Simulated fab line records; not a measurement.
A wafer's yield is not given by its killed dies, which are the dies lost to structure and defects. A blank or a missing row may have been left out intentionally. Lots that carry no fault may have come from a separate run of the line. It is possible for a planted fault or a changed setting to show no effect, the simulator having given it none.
A struck lot beside a sound one | flow sky130 | 16 steps out of a route of 708
Sound: these wafers, L905.3, L905.4, L905.6. Struck: wafers L915.2, L915.4, L915.6. The cause comes at the end.
Each step with rows lists, per side, the tool, then ch with its chambers, then its first start. Under that, the readings that differ: sound wafers | struck wafers | difference of the means | sigmas: that difference in standard deviations of wafers without a fault.
alike: a reading whose means differ by less than 2 such deviations, as well as words and numbers matching on both sides. not compared: withheld readings; readings where some wafer has no value; bounds like >300 that might hide an equal value; numbers whose values overlap and for which the record gives no deviation.
A row with sigmas, a row that says differs or no value, or rows on one side alone: a step with any of these is where the two part. Numbers that don't overlap but have no deviation are shown without sigmas and don't part them. Lack of a reading on every wafer of one side parts them only where that side has two or more wafers.

first, 8 steps without rows for these wafers: SKY_METAL1_DEHYDRATE_07 (time 60 s); SKY_METAL1_HMDS_08 (prime time 60 s); SKY_METAL1_COAT_09 (resist thk 60 nm); SKY_METAL1_COAT_10 (resist thk 450 nm); SKY_METAL1_SOFTBAKE_11 (time 90 s); SKY_METAL1_EXPOSE_12 (exposes mask MM1, target cd 140 nm); SKY_METAL1_PEB_13; SKY_METAL1_DEVELOP_14 (develop time 60 s).
SKY_METAL1_CD_MEAS_15: the cd target is 140 nm.
  sound on cd-sem-02 at day 33 00:19; struck on cd-sem-02 at day 36 00:02
  alike: cd-nm
SKY_METAL1_OVL_MEAS_16:
  sound on overlay-02 at day 33 00:25; struck on overlay-01 at day 36 00:08
  alike: METAL1_OVL
SKY_METAL1_DESCUM_17: chemistry O2, time 8 s.
  sound on rie-metal-01 ch 0, day 33 00:28; struck on rie-metal-01 ch 0, day 36 00:10
  alike: drypump-motor-current-A, oes-product-au, rf-fwd-power-W
  not compared: rf-hours-counter-h
SKY_METAL1_ETCH_18: etches BARC in N2/H2, stops on SiO2, time 45.9 s, target depth 60 nm.
  sound on rie-metal-01 ch 0, day 33 00:32; struck on rie-metal-01 ch 0, day 36 00:12
  alike: drypump-motor-current-A, oes-product-au, rf-fwd-power-W, throttle-valve-pct
  not compared: rf-hours-counter-h
SKY_METAL1_METAL_ETCH_19: etches the open film in Cl2/BCl3, stops on SiO2, target depth 360 nm, time 78 s.
  sound on rie-metal-01 ch 0, day 33 00:41; struck on rie-metal-01 ch 0, day 36 00:16
  reading                                       | sound             | struck                  | difference | sigmas
  oes-product-au (a.u.)                         | 0.855 0.852 0.863 | 0.809 0.804 0.809       | -0.049     | -8
  over-etch-frac                                | 0.3 0.3 0.3       | 0.44592 0.44592 0.44592 | +0.14592   |
  model.KrF-thick_of_METAL1_COAT_10.thk-nm (nm) | 146.6 148.1 148.8 | 127.2 126.4 124.5       | -21.8      |
  alike: drypump-motor-current-A, rf-fwd-power-W, throttle-valve-pct
  not compared: rf-hours-counter-h
SKY_METAL1_STRIP_20: strips in O2/N2.
  sound on plasma-asher-01 ch 0,1, day 33 00:50; struck on plasma-asher-02 ch 0,1, day 36 00:21
  reading                      | sound             | struck            | difference | sigmas
  oes-product-au (a.u.)        | 0.341 0.338 0.341 | 0.334 0.324 0.321 | -0.014     | -3
  strip-time-to-endpoint-s (s) | 2.55 2.57 2.58    | 2.35 2.35 2.34    | -0.22      | -3
  alike: drypump-motor-current-A
  not compared: rf-hours-counter-h
then, 1 step without rows for these wafers: SKY_METAL1_STRIP_21 (strips in post etch residue remover, time 1200 s).
SKY_PAD_OPEN_PROBE_99:
  the record holds rows for the sound wafers here (prober-01, day 45 15:01) but none for the struck ones

WHERE THEY PART
Earliest at SKY_METAL1_METAL_ETCH_19; latest, in this record, at SKY_PAD_OPEN_PROBE_99.

WHY: whatever the simulator had introduced
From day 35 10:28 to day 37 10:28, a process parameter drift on rie-metal-01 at SKY_METAL1_METAL_ETCH_19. From 0.3, the setting over-etch-frac moved by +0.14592. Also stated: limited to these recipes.
